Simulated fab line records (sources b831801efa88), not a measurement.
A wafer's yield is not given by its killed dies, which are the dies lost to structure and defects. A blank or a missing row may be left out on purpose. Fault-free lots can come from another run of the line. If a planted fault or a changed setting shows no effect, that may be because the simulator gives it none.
Chamber matching | flow gf180mcu | 4 sister chambers for GF_M5_ETCH_09 on rie diel-01
The step etches Si3N4 in CF4/O2, target depth 52 nm, time 11.6 s. 8 wafers are shown with their chamber, then 7 later ones without.

== EACH WAFER AND ITS CHAMBER ==
wafer  | chamber | drypump motor current A (A) | rf fwd power W (W)
L704.2 | 2       | 6.08                        | 794
L707.1 | 3       | 6.17                        | 784
L707.2 | 0       | 5.85                        | 790
L707.6 | 0       | 5.83                        | 791
L721.4 | 2       | 6.11                        | 792
L721.5 | 1       | 5.81                        | 791
L722.4 | 3       | 6.17                        | 777
L722.5 | 1       | 5.80                        | 793

== WAFERS WITH NO CHAMBER GIVEN ==
wafer  | drypump motor current A (A) | rf fwd power W (W)
L722.6 | 6.15                        | 788
L723.1 | 5.85                        | 792
L723.3 | 6.07                        | 794
L723.4 | 5.81                        | 792
L724.3 | 6.09                        | 794
L724.4 | 5.81                        | 791
L724.5 | 6.18                        | 782

== WHICH CHAMBER EACH ONE RAN IN ==
wafer  | from the rows above     | in truth
L722.6 | can't be placed: 3 or 2 | 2
L723.1 | 0                       | 0
L723.3 | 2                       | 2
L723.4 | can't be placed: 1 or 0 | 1
L724.3 | 2                       | 2
L724.4 | can't be placed: 1 or 0 | 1
L724.5 | 3                       | 3
4 of 7 placed correctly. Cannot be placed on the basis of these rows: 3; the candidates contain the true chamber in 3. Placed wrongly: 0.
How it was worked out, from the rows above alone: a wafer's distance from a chamber is the root of the sum, over the readings, of the square of ((its reading less the chamber's mean) divided by the reading's scatter). The wafer belongs to the nearest chamber; if the next one is less than 2 further off, it can't be placed. Each chamber's mean is taken over the wafers shown for it. How the scatter is found: for the shown wafers, subtract from each reading the mean of its chamber, square and add these, divide the total by (wafers less chambers), then take the root.
